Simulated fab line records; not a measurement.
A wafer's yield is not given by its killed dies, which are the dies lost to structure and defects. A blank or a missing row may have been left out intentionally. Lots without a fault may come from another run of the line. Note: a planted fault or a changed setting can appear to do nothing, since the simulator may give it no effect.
A struck lot beside a sound one | flow sky130 | 21 out of 708 route steps
Sound: the wafers L746.1, L746.5, L746.6. Wafers L765.2, L765.3, L765.5 were the ones struck. The cause is named last.
Each step with rows lists, per side, the tool, then ch with its chambers, then its first start. Under that, the readings that differ: sound wafers | struck wafers | difference of the means | sigmas: that difference in standard deviations of wafers without a fault.
alike: same words and numbers on both sides, and readings whose means sit less than 2 such deviations apart. not compared: any withheld reading, any reading some wafer has no value for, any bound like >300 that may hide the same value, and any number with overlapping values for which the record gives no deviation.
The two part at a step that has a row with sigmas, a row that says differs or no value, or rows on one side only. Numbers that don't overlap but have no deviation are shown without sigmas and don't part them. Lack of a reading on every wafer of one side parts them only where that side has two or more wafers.

first, 1 step without rows for these wafers: SKY_RES_XHIGH_IMPLANT_07.
SKY_RES_XHIGH_STRIP_08: strips in O2/N2.
  sound on plasma asher-02 ch 0,1, day 26 21:17; struck on plasma asher-02 ch 0, day 33 06:20
  alike: drypump motor current A, n2 flow sccm, o2 flow sccm, oes product au, strip time to endpoint s
  not compared: rf hours counter h
SKY_RES_XHIGH_TW_MEAS_09:
  struck on film metro-04, day 33 06:27; sound on film metro-01, day 26 21:23
  alike: RES_XHIGH_TW
then, 7 steps without rows for these wafers: SKY_SD_N_DEHYDRATE_00 (time 60 s); SKY_SD_N_HMDS_01 (prime time 60 s); SKY_SD_N_COAT_02 (resist thk 1140 nm); SKY_SD_N_SOFTBAKE_03 (time 60 s); SKY_SD_N_EXPOSE_04 (exposes mask NSDM, target cd 380 nm); SKY_SD_N_PEB_05; SKY_SD_N_DEVELOP_06 (develop time 60 s).
SKY_SD_N_CD_MEAS_07: target cd 380 nm.
  struck on cd sem-02, day 34 09:28; sound on cd sem-02, day 28 02:44
  alike: cd nm
SKY_SD_N_OVL_MEAS_08:
  struck on overlay-01, day 34 09:34; sound on overlay-01, day 28 02:52
  alike: SD_N_OVL
SKY_SD_N_IMPLANT_09:
  sound on implanter-02 ch 0, day 28 02:54; struck on implanter-04 ch 0, day 34 09:37
  reading                   | sound                | struck               | difference | sigmas
  beam energy keV           | 49.991 49.992 50.000 | 38.260 38.258 38.271 | -11.731    | -99 or more
  model.implant.rp nm (nm)  | 32.56 32.56 32.56    | 25.33 25.33 25.33    | -7.23      |
  model.implant.drp nm (nm) | 14.11 14.11 14.11    | 11.57 11.57 11.57    | -2.54      |
following that, these wafers have no rows for 1 step: SKY_SD_N_IMPLANT_10.
SKY_SD_N_STRIP_11: strips in O2/N2.
  sound on plasma asher-01 ch 0,1, day 28 03:12; struck on plasma asher-04 ch 0,1, day 34 09:53
  reading                      | sound             | struck            | difference | sigmas
  drypump motor current A (A)  | 5.88 5.87 5.74    | 4.98 5.45 5.43    | -0.54      | -2
  n2 flow sccm (sccm)          | 301.0 301.6 300.0 | 299.1 298.6 299.3 | -1.9       | -2
  oes product au (a.u.)        | 0.524 0.535 0.528 | 0.553 0.554 0.555 | +0.025     | +5
  strip time to endpoint s (s) | 22.65 22.63 22.64 | 20.79 20.78 20.82 | -1.84      | -40
  alike: o2 flow sccm
  not compared: rf hours counter h
SKY_SD_N_TW_MEAS_12:
  struck on film metro-02, day 34 10:00; sound on film metro-04, day 28 03:18
  reading | sound          | struck         | difference | sigmas
  SD_N_TW | 4009 4005 4005 | 3632 3622 3647 | -373       | -7
then, 1 step without rows for these wafers: SKY_SD_N_CLEAN_13 (cleans in SC1/SC2, time 150 s).
SKY_SD_N_RTA_14: time 2 s.
  sound on rtp anneal-02 ch 0, day 28 03:25; struck on rtp anneal-01 ch 0, day 34 10:07
  alike: lamp power pct, ramp down c per s, wafer_temp_C_max
SKY_SD_N_RS_MEAS_16: uses a four-point probe to measure.
  struck on film metro-01, day 34 10:18; sound on film metro-04, day 28 03:35
  reading          | sound             | struck            | difference | sigmas
  SD_N_RS (ohm/sq) | 68.80 68.70 68.56 | 78.00 77.68 78.13 | +9.25      | +92
SKY_SD_N_RS_MEAS_17: uses a four-point probe to measure.
  struck on film metro-01, day 34 10:25; sound on film metro-04, day 28 03:42
  reading          | sound             | struck            | difference | sigmas
  SD_P_RS (ohm/sq) | 147.9 147.5 147.4 | 147.0 146.6 147.0 | -0.7       | -2
-- record jumps: 16 days separate the struck wafers' starts on either side; left off in module SD_N, taken up again in module PAD_OPEN, whose first shown step is the route's number 708 --
SKY_PAD_OPEN_PROBE_99:
  struck on prober-01, day 50 09:11; sound on prober-02, day 45 21:46
  reading                            | sound             | struck            | difference | sigmas
  model.etest.res ndiff.line ohm um  | 760 752.2 751     | 836.4 856.7 851.9 | +93.9      |
  model.etest.res ndiff.rs ohm sq    | 118.8 119.4 118.1 | 134.6 134.2 135.1 | +15.9      |
  model.etest.res ndiff hv.rs ohm sq | 112.7 113.7 112.7 | 129 129.1 129     | +16        |
  alike: killed_at_M0_to_M3, killed_at_M4_up, killed at contacts, killed at front end, killed at other, killed dies, killed open, killed short
  not compared: model.etest.sonos uncharged.r on ohm um

WHERE THEY PART
First at SKY_SD_N_IMPLANT_09; last, within this record, at SKY_SD_N_RS_MEAS_17. Later steps at which nothing parts them and some readings are alike: SKY_PAD_OPEN_PROBE_99.

WHY: what had been put in by the simulator
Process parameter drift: implanter-04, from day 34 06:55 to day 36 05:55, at SKY_SD_N_IMPLANT_09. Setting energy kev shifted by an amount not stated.
